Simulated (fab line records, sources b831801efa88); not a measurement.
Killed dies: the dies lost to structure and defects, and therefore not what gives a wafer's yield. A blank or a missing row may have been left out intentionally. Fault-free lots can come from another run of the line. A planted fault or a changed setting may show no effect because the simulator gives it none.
Which tool was responsible? + flow gf180mcu + 16 lots, 48 wafers sampled, at 5 steps of a route of 602

## WHAT THE GAUGES SHOWED, per wafer
GF_MVSD_OVL_MEAS_07.
| lot  | measured    | on         | MVSD_OVL (nm)  |
|------|-------------|------------|----------------|
| L258 | day 4 10:58 | overlay-01 | 0.8 0.2 0.5    |
| L259 | day 4 16:58 | overlay-02 | -1.9 -2.8 -1.1 |
| L261 | day 5 03:46 | overlay-02 | -1.4 0.0 -1.4  |
| L263 | day 5 14:41 | overlay-01 | 1.9 1.9 2.2    |
| L264 | day 5 19:44 | overlay-02 | -2.6 -2.6 -1.2 |
| L265 | day 6 02:08 | overlay-02 | 2.5 2.5 1.4    |
| L266 | day 6 11:41 | overlay-01 | 0.9 0.1 1.2    |
| L267 | day 6 14:49 | overlay-01 | 1.3 2.1 1.1    |
| L268 | day 6 19:13 | overlay-02 | 1.6 1.8 0.0    |
| L269 | day 7 03:46 | overlay-02 | 0.2 0.8 0.5    |
| L270 | day 7 08:20 | overlay-02 | -0.4 -0.4 0.1  |
| L271 | day 7 13:07 | overlay-01 | 0.4 -0.1 -0.2  |
| L274 | day 8 06:07 | overlay-01 | 3.1 1.5 2.2    |
| L275 | day 8 11:34 | overlay-01 | -1.8 -1.2 -1.0 |
| L276 | day 8 17:14 | overlay-01 | -1.3 -0.2 -0.9 |
| L277 | day 8 23:58 | overlay-01 | 0.3 1.4 0.1    |

GF_VT_IMPLANT_OVL_MEAS_07.
| lot  | measured     | on         | VT_IMPLANT_OVL (nm) |
|------|--------------|------------|---------------------|
| L258 | day 5 15:59  | overlay-02 | -2.0 -1.6 -0.5      |
| L259 | day 5 22:50  | overlay-01 | -0.8 -2.9 -2.8      |
| L261 | day 6 09:01  | overlay-02 | -3.2 -3.8 -1.6      |
| L263 | day 6 21:07  | overlay-02 | -1.6 -2.0 -2.6      |
| L264 | day 7 02:22  | overlay-01 | -1.1 -0.2 1.3       |
| L265 | day 7 08:43  | overlay-02 | -0.8 -0.1 -0.2      |
| L266 | day 7 19:08  | overlay-02 | -0.2 -0.3 -0.4      |
| L267 | day 7 22:16  | overlay-02 | -2.0 -3.0 -1.3      |
| L268 | day 8 03:43  | overlay-02 | 0.5 1.0 0.2         |
| L269 | day 8 12:53  | overlay-01 | -0.5 0.7 0.2        |
| L270 | day 8 16:46  | overlay-02 | 0.7 0.2 -0.6        |
| L271 | day 8 21:28  | overlay-01 | 0.0 -0.7 -1.3       |
| L274 | day 9 16:13  | overlay-02 | 0.6 0.4 0.4         |
| L275 | day 9 21:44  | overlay-02 | -0.1 -0.2 -0.5      |
| L276 | day 10 04:10 | overlay-01 | 1.0 -0.1 1.2        |
| L277 | day 10 11:37 | overlay-01 | -2.2 -2.1 -0.5      |

GF_VT_IMPLANT_TW_MEAS_43.
| lot  | measured     | on            | VT_IMPLANT_4_TW         |
|------|--------------|---------------|-------------------------|
| L258 | day 7 13:39  | film-metro-02 | 687 692 687             |
| L259 | day 7 21:28  | film-metro-02 | 689 689 690             |
| L261 | day 8 08:11  | film-metro-04 | 691 686 693             |
| L263 | day 8 21:28  | film-metro-02 | 693 694 693             |
| L264 | day 9 02:58  | film-metro-02 | 685 679 686             |
| L265 | day 9 09:49  | film-metro-02 | 684 689 682             |
| L266 | day 9 21:02  | film-metro-02 | 686 691 683             |
| L267 | day 10 00:31 | film-metro-04 | 686 686 684             |
| L268 | day 10 05:40 | film-metro-01 | 685 689 690             |
| L269 | day 10 16:30 | film-metro-02 | 695 691 691             |
| L270 | day 10 20:39 | film-metro-02 | 693 691 696             |
| L271 | day 11 03:17 | film-metro-02 | 686 689 685             |
| L274 | day 11 23:11 | film-metro-02 | 507 508 509 511 507 507 |
| L275 | day 12 05:25 | film-metro-01 | 504 506 507 506 508 504 |
| L276 | day 12 13:08 | film-metro-02 | 509 508 509 511 505 510 |
| L277 | day 12 21:22 | film-metro-02 | 513 511 511 511 511 509 |

GF_DUAL_GATE_THK_MEAS_03.
| lot  | measured     | on            | DUAL_GATE_OXIDATION_00_THK (nm) |
|------|--------------|---------------|---------------------------------|
| L258 | day 7 15:58  | film-metro-02 | 11.05 10.92 10.90               |
| L259 | day 7 23:58  | film-metro-03 | 10.92 10.93 11.02               |
| L261 | day 8 18:25  | film-metro-03 | 11.01 11.09 10.96               |
| L263 | day 9 01:02  | film-metro-02 | 10.77 10.84 10.84               |
| L264 | day 9 05:59  | film-metro-03 | 10.73 10.83 10.68               |
| L265 | day 9 12:09  | film-metro-03 | 11.04 10.99 11.07               |
| L266 | day 9 23:26  | film-metro-02 | 10.81 10.96 10.85               |
| L267 | day 10 02:51 | film-metro-04 | 10.79 10.81 10.84               |
| L268 | day 10 09:01 | film-metro-03 | 10.47 10.53 10.67               |
| L269 | day 10 19:56 | film-metro-04 | 10.88 10.86 10.70               |
| L270 | day 11 00:20 | film-metro-04 | 10.79 10.90 10.70               |
| L271 | day 11 06:42 | film-metro-02 | 10.81 10.80 10.84               |

## EACH LOT AND THE TOOL THAT RAN IT (in order: tool; ch and the chambers of the sampled wafers; start)
| lot  | GF_VT_IMPLANT_IMPLANT_41        |
|------|---------------------------------|
| L258 | implanter-01 ch 0, day 7 13:25  |
| L259 | implanter-03 ch 0, day 7 21:13  |
| L261 | implanter-01 ch 0, day 8 07:56  |
| L263 | implanter-02 ch 0, day 8 21:14  |
| L264 | implanter-03 ch 0, day 9 02:44  |
| L265 | implanter-02 ch 0, day 9 09:35  |
| L266 | implanter-02 ch 0, day 9 20:49  |
| L267 | implanter-03 ch 0, day 10 00:16 |
| L268 | implanter-03 ch 0, day 10 05:25 |
| L269 | implanter-02 ch 0, day 10 16:15 |
| L270 | implanter-03 ch 0, day 10 20:24 |
| L271 | implanter-03 ch 0, day 11 03:02 |
| L274 | implanter-02 ch 0, day 11 22:56 |
| L275 | implanter-03 ch 0, day 12 05:10 |
| L276 | implanter-03 ch 0, day 12 12:56 |
| L277 | implanter-03 ch 0, day 12 21:08 |
- GF_VT_IMPLANT_IMPLANT_41

## AS READ BY THE TOOLS THEMSELVES (means over the sampled wafers that have a number; for cases with no such wafer, the mark the record gives instead)
The record holds no such reading with a usual standard deviation.

## THE ANSWER, worked out from the rows above alone
Rule: the usual values come from the lots themselves. The widest of any qualifying gaps counts: lots, ordered by their means at a reading, are off when they make up no more than a third of the lots, leave a main group of 4 or more, and stand apart from it by 3 or more times the standard deviation of that group's means. A main group whose means are all the same, to the digits that the tables above print for the reading, isn't used. A lot without any number at a reading at which 4 lots or more have one is off too. All remaining lots with rows at the step are treated as sound. Order of review: gauges by route order, followed by the tools' own readings, for which a lot's mean as printed above is used. At the first step where some lot is off, the reading lying furthest off is the one used; lots without a number count as furthest.
Off: L274, L275, L276, L277, at GF_VT_IMPLANT_TW_MEAS_43 (VT_IMPLANT_4_TW). Mean 688 and standard deviation 3.2 in the main group.
A tool fits if, at a process step before that reading, it ran every lot that is off, and no sound lot after the first of them. The gauges at GF_VT_IMPLANT_TW_MEAS_43 are tried like those tools. No candidate that was tried fits.

## WHAT THE SIMULATOR PUT IN
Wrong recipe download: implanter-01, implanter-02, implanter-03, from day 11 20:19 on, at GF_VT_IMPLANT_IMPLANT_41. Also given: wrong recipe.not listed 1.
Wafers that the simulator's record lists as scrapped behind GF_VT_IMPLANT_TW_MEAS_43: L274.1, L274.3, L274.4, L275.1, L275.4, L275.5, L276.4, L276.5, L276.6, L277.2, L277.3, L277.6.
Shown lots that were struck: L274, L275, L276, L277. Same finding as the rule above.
